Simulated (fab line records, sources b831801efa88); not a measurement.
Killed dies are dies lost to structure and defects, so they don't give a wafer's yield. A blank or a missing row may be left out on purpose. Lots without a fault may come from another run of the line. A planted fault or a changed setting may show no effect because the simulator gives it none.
Chamber matching | flow gf180mcu | GF_V2_CVD_00 on hdpcvd-01: 3 sister chambers
The step deposits SiO2, target thk 600 nm, time 100 s. 6 wafers are shown with their chamber, then 11 later ones without.

WAFERS WITH THEIR CHAMBER
wafer  | chamber | sih4_flow_sccm (sccm)
L426.3 | 1       | 60.15
L427.6 | 1       | 60.07
L430.1 | 2       | 60.14
L430.4 | 0       | 60.19
L430.5 | 2       | 60.09
L431.1 | 0       | 59.99

WAFERS WITHOUT THEIR CHAMBER
wafer  | sih4_flow_sccm (sccm)
L431.4 | 59.97
L431.6 | 59.85
L433.2 | 59.79
L433.4 | 59.90
L433.6 | 59.77
L436.1 | 60.24
L436.2 | 59.80
L436.5 | 60.18
L445.2 | 59.91
L445.5 | 60.16
L445.6 | 60.23

WHICH CHAMBER EACH WENT THROUGH
wafer  | from the rows above          | in truth
L431.4 | can't be placed: 0 or 1 or 2 | 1
L431.6 | can't be placed: 0 or 1 or 2 | 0
L433.2 | can't be placed: 0 or 1 or 2 | 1
L433.4 | can't be placed: 0 or 1 or 2 | 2
L433.6 | can't be placed: 0 or 1 or 2 | 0
L436.1 | can't be placed: 2 or 1 or 0 | 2
L436.2 | can't be placed: 0 or 1 or 2 | 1
L436.5 | can't be placed: 2 or 1 or 0 | 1
L445.2 | can't be placed: 0 or 1 or 2 | 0
L445.5 | can't be placed: 2 or 1 or 0 | 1
L445.6 | can't be placed: 2 or 1 or 0 | 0
Placed correctly: 0 of 11. Can't be placed from these rows: 11 (the true chamber is among the candidates in 11). Placed wrongly: 0.
How it was worked out, from the rows above alone: a wafer's distance from a chamber is the root of the sum, over the readings, of the square of ((its reading less the chamber's mean) divided by the reading's scatter). The wafer belongs to the nearest chamber; if the next one is less than 2 further off, it can't be placed. A chamber's mean is the mean of its shown wafers. The scatter: the root of (the sum of the squares of (reading less its chamber's mean) over the shown wafers, divided by (wafers less chambers)).
